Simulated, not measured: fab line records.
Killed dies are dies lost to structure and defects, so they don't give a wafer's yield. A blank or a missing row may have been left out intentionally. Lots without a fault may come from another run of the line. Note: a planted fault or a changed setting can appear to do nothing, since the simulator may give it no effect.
8D (eight disciplines) problem report, filled in by code    flow sky130    the parts of the form that need people (team, actions taken, sign-off) are left out

== 1. PROBLEM STATEMENT ==
VIA2_HDPCVD_THK at SKY_VIA2_THK_MEAS_01 reads a mean of 1418 nm on 1 wafer of 1 lot; wafers without a fault read 1175 nm with a standard deviation of 11. That is +22 standard deviations from the usual mean.
Earliest sighting: wafer L563.5 on film_metro-04 at day 40 12:46. The record has a number at this step for 39 wafers belonging to 13 lots. By rule, "out" or "out of limits" means more than 4 standard deviations away from the usual mean. Any other wafer with a number is counted as sound.

== 2. WHAT IT IS; WHAT IT IS NOT ==
question                     is                 is not
which readings at this step  VIA2_HDPCVD_THK    -
which lots                   L563               L549, L550, L551, L552, L554, L555, L556, L557, L566, L569, L570, L572
which wafers of those lots   L563.5             L563.1, L563.4
read on which gauges         film_metro-04      film_metro-02, film_metro-03
when                         from day 40 12:46  up to then (26 sound wafers); but 12 sound wafers of L566, L569, L570, L572 came after

== 3. SUSPECTS, AND WHAT RULES EACH OUT ==
Counting: a tool at a process step up to the reading stays a suspect if it ran every lot that is out. Sound lots after the first of them don't rule it out here, since some wafers of a struck lot are sound.
- the gauge at SKY_VIA2_THK_MEAS_01: ruled out. All the wafers that are out were read on film_metro-04, but those of them that SKY_VIA2_HDPCVD_00 has rows for are out there too, on other tools.
- hdpcvd-02 at SKY_VIA2_HDPCVD_00 (deposits SiO2, target thk 1180 nm, time 196.7 s): kept. It processed L563, the lot that is out, at day 40 12:38, and its most recent sound lot before then was L557 at day 38 09:14. Out on those wafers are its own readings of run_length_s.
- hdpcvd-02, SKY_VIA2_HDPCVD_00: wafers that are out in chamber 0, sound lot-mates in chambers 1, 2.
Remaining after the count: hdpcvd-02 at SKY_VIA2_HDPCVD_00.

== 4. THE CAUSE (what the simulator had put in) ==
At SKY_VIA2_HDPCVD_00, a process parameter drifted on hdpcvd-02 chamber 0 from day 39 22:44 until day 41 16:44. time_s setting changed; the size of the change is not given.
Only this tool survived the counting.

== 5. SEQUENCE OF EFFECTS, ordered by route ==
One row per reading whose mean, taken over the struck wafers that have a number, lies over 3 standard deviations from the usual. Readings are gone through only where the record gives a usual standard deviation; hours: the median, over the lots, of the time from a lot's start at the first step in this table giving one to that lot's start at this step; sigmas: the change measured in usual standard deviations.
hours  step                  reading          usual    on struck wafers  change  sigmas
0      SKY_VIA2_HDPCVD_00    run_length_s     224.6 s  263.1             +38.5   +64
0      SKY_VIA2_THK_MEAS_01  VIA2_HDPCVD_THK  1175 nm  1418              +243    +22
Process steps it contains:
- SKY_VIA2_HDPCVD_00: deposits SiO2, target thk 1180 nm, time 196.7 s.

== 6. HOW IT WOULD HAVE BEEN CAUGHT EARLIER ==
14 hours passed between the start of the fault at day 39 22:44 and the first reading out of limits at a measuring or inspecting step in this record, taken at day 40 12:46.
At SKY_VIA2_HDPCVD_00, the tool's own readings (run_length_s) were out on each struck wafer the step has a row for, so an alarm limit on them would have fired on the first such wafer.
Lots out: 1; all had begun SKY_VIA2_HDPCVD_00 on hdpcvd-02 by day 40 12:46. Holding the tool at that point would not have protected any of them.
